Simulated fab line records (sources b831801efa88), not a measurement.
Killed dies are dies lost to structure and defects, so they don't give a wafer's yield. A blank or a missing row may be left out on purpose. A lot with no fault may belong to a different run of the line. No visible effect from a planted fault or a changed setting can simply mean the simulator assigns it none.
Chamber matching + flow sfqLine + SFQ_TRILAYER_I2_CMP_CMP_064 on cmp-02: 4 sister chambers
The step polishes SiO2. 4 wafers are shown with their chamber, then 6 later ones without.

== WAFERS, EACH WITH ITS CHAMBER ==
| wafer  | chamber | motorCurrentA (A) |
|--------|---------|-------------------|
| L286.1 | 0       | 9.9               |
| L294.1 | 2       | 10.5              |
| L294.4 | 1       | 8.5               |
| L294.5 | 3       | 11.5              |

== WAFERS WITH NO CHAMBER GIVEN ==
| wafer  | motorCurrentA (A) |
|--------|-------------------|
| L298.1 | 11.4              |
| L298.2 | 10.1              |
| L298.5 | 8.9               |
| L300.1 | 8.8               |
| L300.4 | 9.8               |
| L300.5 | 8.7               |

== CHAMBER TAKEN BY EACH ==
| wafer  | from the rows above     | in truth |
|--------|-------------------------|----------|
| L298.1 | 3                       | 3        |
| L298.2 | can't be placed: 0 or 2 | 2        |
| L298.5 | 1                       | 1        |
| L300.1 | 1                       | 1        |
| L300.4 | 0                       | 0        |
| L300.5 | 1                       | 1        |
Correct placement for 5 of the 6. Can't be placed from these rows: 1 (the true chamber is among the candidates in 1). Placed wrongly: 0.
How it was worked out, from the rows above alone: a wafer's distance from a chamber is the root of the sum, over the readings, of the square of ((its reading less the chamber's mean) divided by the reading's scatter). If the next closest chamber is less than 2 further off than the closest, the wafer can't be placed; otherwise it belongs to the closest. The mean given for a chamber averages the wafers shown for that chamber. The scatter (one wafer shown for each chamber): square how far every hidden wafer sits from the nearest shown wafer, average those squares and take the square root.
